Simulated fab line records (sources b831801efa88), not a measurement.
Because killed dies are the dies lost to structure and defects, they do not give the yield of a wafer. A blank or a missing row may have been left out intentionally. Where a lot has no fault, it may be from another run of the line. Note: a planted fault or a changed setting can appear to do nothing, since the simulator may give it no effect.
A lot that was struck, set against a sound lot ; flow sky130 ; 16 out of 708 route steps
Sound: the wafers L826.1, L826.2, L826.3. The struck wafers were L827.1, L827.5, L827.6. The cause is given at the end.
At each step with rows: each side's tool, then ch and its chambers, then its first start. Under that, the readings that differ: sound wafers ; struck wafers ; difference of the means ; sigmas: that difference in standard deviations of wafers without a fault.
alike: readings whose means differ by less than 2 such deviations, and words and numbers that are the same on both sides. not compared: withheld readings, readings that some wafer has no value for, bounds like >300 that may hide the same value, and numbers for which the record gives no deviation and whose values overlap.
Wherever a step has rows on one side only, a row that says differs or no value, or a row with sigmas, the two part there. When numbers do not overlap yet have no deviation, they are printed without sigmas and do not part them. Lack of a reading on every wafer of one side parts them only where that side has two or more wafers.

first, 2 steps without rows for these wafers: SKY_METAL5_CLEAN_18 (cleans in IPA, time 180 s); SKY_METAL5_CLEAN_19 (cleans in O3/DIW).
SKY_PASSIVATION_CVD_00: deposits SiO2, target thk 90 nm.
  sound on pecvd-01 ch 0,1,2, day 48 13:38; struck on pecvd-01 ch 0,2, day 48 16:45
  alike: heaterPowerW
SKY_PASSIVATION_THK_MEAS_01:
  sound on filmMetro-04, day 48 13:40; struck on filmMetro-04, day 48 16:47
  alike: PASSIVATION_CVD_00_THK
SKY_PASSIVATION_CVD_02: deposits Si3N4, target thk 540 nm.
  sound on pecvd-02 ch 0,2, day 48 13:44; struck on pecvd-02 ch 0,2, day 48 16:50
  alike: heaterPowerW
SKY_PASSIVATION_THK_MEAS_03:
  sound on filmMetro-03, day 48 14:04; struck on filmMetro-03, day 48 17:11
reading;sound;struck;difference;sigmas
PASSIVATION_CVD_02_THK (nm);529 533 536;542 547 546;+12;+2
then, 6 steps without rows for these wafers: SKY_PASSIVATION_DEHYDRATE_04 (time 60 s); SKY_PASSIVATION_HMDS_05 (prime time 60 s); SKY_PASSIVATION_COAT_06 (resist thk 3000 nm); SKY_PASSIVATION_SOFTBAKE_07; SKY_PASSIVATION_EXPOSE_08 (exposes mask NSM, target cd 3000 nm); SKY_PASSIVATION_PEB_09.
SKY_PASSIVATION_DEVELOP_10: develop time 60 s.
  sound on lithoTrack-02 ch 0, day 49 08:00; struck on lithoTrack-02 ch 0, day 49 11:00
SKY_PASSIVATION_ETCH_11: etches the open film in CF4/O2, stops on AlCu, target depth 725 nm, time 161.1 s.
  sound on rieDiel-02 ch 0,1,3, day 49 08:28; struck on rieDiel-04 ch 0,1,2, day 49 11:13
reading;sound;struck;difference;sigmas
model.PASSIVATION.cdNm (nm);2993 2997 2992;2985 2982 2980;-12;
  alike: drypumpMotorCurrentA, oesProductAu, throttleValvePct
  not compared: rfHoursCounterH
SKY_PASSIVATION_STRIP_12: strips in O2/N2.
  sound on plasmaAsher-02 ch 0,1, day 49 08:34; struck on plasmaAsher-03 ch 0,1, day 49 11:19
reading;sound;struck;difference;sigmas
oesProductAu (a.u.);0.652 0.656 0.660;0.663 0.670 0.666;+0.010;+2
stripTimeToEndpointS (s);31.40 31.55 31.54;31.75 31.86 31.90;+0.34;+3
  alike: drypumpMotorCurrentA
  not compared: rfHoursCounterH
SKY_PAD_OPEN_PROBE_99:
  record: rows for the struck wafers here (prober-01, day 50 07:34), none for the sound ones

WHERE THEY PART
Earliest at SKY_PASSIVATION_THK_MEAS_03; latest, in this record, at SKY_PAD_OPEN_PROBE_99.

WHY: the cause the simulator had injected
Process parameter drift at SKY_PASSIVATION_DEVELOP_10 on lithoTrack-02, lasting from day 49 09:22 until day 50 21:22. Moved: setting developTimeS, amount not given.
